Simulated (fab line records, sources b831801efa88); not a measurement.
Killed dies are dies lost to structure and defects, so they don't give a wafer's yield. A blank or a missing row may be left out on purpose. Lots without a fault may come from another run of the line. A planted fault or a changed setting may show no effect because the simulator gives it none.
Problem report in the 8D (eight disciplines) form, filled by code | flow sky130 | the parts of the form that need people (team, actions taken, sign-off) are left out

1. THE PROBLEM
strip_time_to_endpoint_s at SKY_FIELD_ISO_STRIP_16 reads a mean of 3.864 s on 6 wafers of 2 lots; wafers without a fault read 3.546 s with a standard deviation of 0.028. That is +11 standard deviations from the usual mean.
The step: strips in O2/N2.
First seen on wafer L810.2, day 4 08:16, on plasma_asher-01. The record holds 33 wafers of 11 lots with a number at this step. Rule for "out", or "out of limits": more than 4 standard deviations from the usual mean. The other wafers with a number count as sound.

2. WHAT IT IS AND WHAT IT IS NOT
question                    | is                       | is not
which readings at this step | strip_time_to_endpoint_s | drypump_motor_current_A, n2_flow_sccm
which lots                  | L810, L811               | L800, L801, L802, L806, L808, L809, L820, L821, L822
which wafers of those lots  | all that have a number   | -
read on which tools         | plasma_asher-01          | plasma_asher-03, plasma_asher-04
when                        | from day 4 08:16         | up to then (18 sound wafers); but 9 sound wafers of L820, L821, L822 came after

3. SUSPECTS, AND WHAT RULES EACH OUT
Counting: a tool at a process step up to the reading stays a suspect if it ran every lot that is out and no sound lot after the first of them.
- litho_track-02 at SKY_FIELD_ISO_COAT_08 (resist thk 450 nm): kept. It ran every lot that is out, first L810 (day 3 23:00), and no sound lot after that; its last sound lot up to then is L808 (day 3 14:00).
- plasma_asher-01 at SKY_FIELD_ISO_STRIP_16 (strips in O2/N2): ruled out as a lasting fault. Sound lots L821 ran on it after its first lot that is out, L810 (day 4 08:16).
Left after counting: litho_track-02 at SKY_FIELD_ISO_COAT_08.

4. THE CAUSE (what the simulator had put in)
Process parameter drift: litho_track-02, from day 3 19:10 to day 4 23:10, at SKY_FIELD_ISO_COAT_08. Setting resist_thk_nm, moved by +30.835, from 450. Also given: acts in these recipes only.
Counting left only this tool.

5. THE CHAIN OF EFFECTS, in route order
Each row: a reading whose mean over the struck wafers that have a number lies more than 3 standard deviations from the usual. Only readings for which the record gives a usual standard deviation are gone through. hours: the time from each lot's start at the first step in this table that gives one to its start at this step, as a median over the lots. sigmas: the change in usual standard deviations.
hours | step                   | reading                  | usual   | on struck wafers | change | sigmas
0     | SKY_FIELD_ISO_STRIP_16 | strip_time_to_endpoint_s | 3.546 s | 3.864            | +0.318 | +11
The process steps in it:
- SKY_FIELD_ISO_STRIP_16: strips in O2/N2.
Later measuring or inspecting steps at which every struck wafer that the step has a row for has a number for every such reading, and none has moved that far: SKY_PWDE_TW_MEAS_10, SKY_VT_ADJUST_LVTN_TW_MEAS_10.

6. WHAT WOULD HAVE CAUGHT IT SOONER
In this record the first reading out of limits was taken at day 4 08:16, 13 hours after the fault began at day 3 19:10.
Of the tool readings at SKY_FIELD_ISO_COAT_08 for which the record gives a usual standard deviation, none was out on any struck wafer, so an alarm limit of 4 standard deviations on them would not have fired.
All the lots that are out (2) had begun SKY_FIELD_ISO_COAT_08 on litho_track-02 by day 4 08:16. A hold on the tool at that time would have spared none of them.
